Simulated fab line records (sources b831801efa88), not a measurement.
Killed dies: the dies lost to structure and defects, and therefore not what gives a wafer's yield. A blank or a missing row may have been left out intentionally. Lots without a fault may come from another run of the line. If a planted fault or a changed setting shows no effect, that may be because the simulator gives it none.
Which of the tools did it?    flow sky130    39 wafers from 13 lots sampled at 3 of the route's 708 steps

WHAT THE GAUGES READ, wafer by wafer
No reading from a measuring or inspecting step in the record can be judged against a usual standard deviation.

WHICH TOOL RAN EACH LOT (tool, then ch and the chambers of the sampled wafers, then the start)
lot   SKY_METAL4_METAL_ETCH_18           SKY_METAL4_STRIP_19                   SKY_PAD_OPEN_PROBE_99
L346  rie-metal-02 ch 0, day 43 02:07    plasma-asher-02 ch 0,1, day 43 02:25  -
L347  rie-metal-03 ch 0,1, day 43 08:11  plasma-asher-01 ch 0,1, day 43 08:21  -
L349  rie-metal-02 ch 1, day 43 14:52    plasma-asher-03 ch 0,1, day 43 15:05  -
L348  rie-metal-02 ch 1, day 43 17:08    plasma-asher-02 ch 0,1, day 43 17:30  prober-02, day 47 12:31
L352  rie-metal-03 ch 0,1, day 44 11:04  plasma-asher-01 ch 0,1, day 44 11:14  -
L353  rie-metal-03 ch 0,1, day 44 19:53  plasma-asher-01 ch 0,1, day 44 20:04  -
L354  rie-metal-03 ch 0,1, day 45 04:25  plasma-asher-02 ch 1, day 45 04:35    -
L356  rie-metal-04 ch 0,1, day 45 08:07  plasma-asher-01 ch 0,1, day 45 08:17  -
L359  rie-metal-03 ch 0,1, day 46 15:47  plasma-asher-01 ch 0,1, day 46 15:58  -
L360  rie-metal-03 ch 0,1, day 46 16:13  plasma-asher-01 ch 0,1, day 46 16:23  -
L361  rie-metal-04 ch 0,1, day 47 01:04  plasma-asher-03 ch 0,1, day 47 01:14  prober-02, day 50 07:22
L362  rie-metal-02 ch 0,1, day 47 08:03  plasma-asher-03 ch 0,1, day 47 08:13  -
L364  rie-metal-04 ch 0,1, day 47 16:31  plasma-asher-01 ch 0,1, day 47 16:41  -
- SKY_METAL4_METAL_ETCH_18: etches the open film in Cl2/BCl3, stops on SiO2, target depth 845 nm, time 183.1 s.
- SKY_METAL4_STRIP_19: strips in O2/N2.
- SKY_PAD_OPEN_PROBE_99

WHAT THE TOOLS THEMSELVES READ (means of the sampled wafers that have a number; where no wafer has one, the mark that the record gives instead)
SKY_METAL4_METAL_ETCH_18.
lot   tool          drypump-motor-current-A (A)  oes-product-au (a.u.)  throttle-valve-pct (%)
L346  rie-metal-02  6.0                          0.862                  22.263
L347  rie-metal-03  5.4                          0.863                  22.268
L349  rie-metal-02  6.3                          0.866                  22.257
L348  rie-metal-02  6.3                          0.863                  22.260
L352  rie-metal-03  5.1                          0.868                  22.272
L353  rie-metal-03  5.1                          0.863                  22.267
L354  rie-metal-03  5.1                          0.871                  22.263
L356  rie-metal-04  5.6                          0.866                  22.260
L359  rie-metal-03  5.4                          0.909                  22.267
L360  rie-metal-03  5.1                          0.885                  22.270
L361  rie-metal-04  5.6                          0.866                  22.264
L362  rie-metal-02  6.1                          0.869                  22.259
L364  rie-metal-04  5.6                          0.867                  22.261

SKY_METAL4_STRIP_19.
lot   tool             drypump-motor-current-A (A)  oes-product-au (a.u.)  strip-time-to-endpoint-s (s)
L346  plasma-asher-02  5.6                          0.494                  6.41
L347  plasma-asher-01  5.4                          0.500                  6.48
L349  plasma-asher-03  6.0                          0.510                  6.72
L348  plasma-asher-02  5.6                          0.506                  6.70
L352  plasma-asher-01  5.4                          0.504                  6.53
L353  plasma-asher-01  5.4                          0.504                  6.59
L354  plasma-asher-02  5.6                          0.507                  6.58
L356  plasma-asher-01  5.4                          0.490                  6.41
L359  plasma-asher-01  5.4                          0.516                  6.95
L360  plasma-asher-01  5.4                          0.513                  6.76
L361  plasma-asher-03  6.4                          0.498                  6.45
L362  plasma-asher-03  6.0                          0.504                  6.66
L364  plasma-asher-01  5.4                          0.496                  6.40

SKY_PAD_OPEN_PROBE_99.
lot   tool       defect-limited-yield (%)  killed_at_M0_to_M3  killed_at_M4_up  killed-at-contacts  killed-at-front-end  killed-at-other  killed-dies  killed-open  killed-short  sort_bin_3_pad_short (%)  sort_bin_5_function (%)  sort_bin_6_memory (%)  sort-n-pass  sort-yield-pct (%)
L348  prober-02  80.5                      43                  4.5              32                  17                   0.0              96           48           48            1.4                       12.6                     5.5                    396          80.5
L361  prober-02  83.0                      39                  5.5              20                  18                   0.5              84           46           38            0.4                       10.1                     6.5                    408          83.0

THE ANSWER, worked out from the rows above alone
Rule: what is usual is taken from the lots themselves. Put in order of their means at a reading, lots are off if they are a third of the lots or fewer, leave a main group of 4 or more, and stand apart from it by a gap of 3 or more times the standard deviation of the main group's means; of several such gaps the widest counts. The tables above print the reading to a certain number of digits; a main group whose means all agree to those digits is not used. A lot without any number at a reading at which 4 lots or more have one is off too. The other lots that the step has rows for count as sound. After the gauges, taken in route order, come the tools' own readings; for these a lot's mean is taken, as printed above. The first step at which some lot is off is used, and at that step the reading that is off furthest; a lot without a number counts as furthest.
Off at SKY_METAL4_METAL_ETCH_18 (oes-product-au): L359, L360. Main group: mean 0.866 a.u., sd 0.0027.
If a tool, at that step or one of the process steps before it, ran each lot that is off and ran no sound lot following the first of them, it fits. One fits: SKY_METAL4_METAL_ETCH_18 on rie-metal-03. Its last sound lot is L354 (day 45 04:25), its first lot that is off L359 (day 46 15:47): a fault that began between those two fits.
On the lots that are off, the tool's own readings at SKY_METAL4_METAL_ETCH_18 differ by more than 5 times the standard deviation of the sound lots' means, which bears it out; oes-product-au reads 0.897 a.u. there versus 0.866 a.u. on the sound lots.

WHAT WAS PUT IN BY THE SIMULATOR
rie-metal-03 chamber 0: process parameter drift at SKY_METAL4_METAL_ETCH_18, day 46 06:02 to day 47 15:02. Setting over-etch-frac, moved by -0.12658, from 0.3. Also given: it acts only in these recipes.
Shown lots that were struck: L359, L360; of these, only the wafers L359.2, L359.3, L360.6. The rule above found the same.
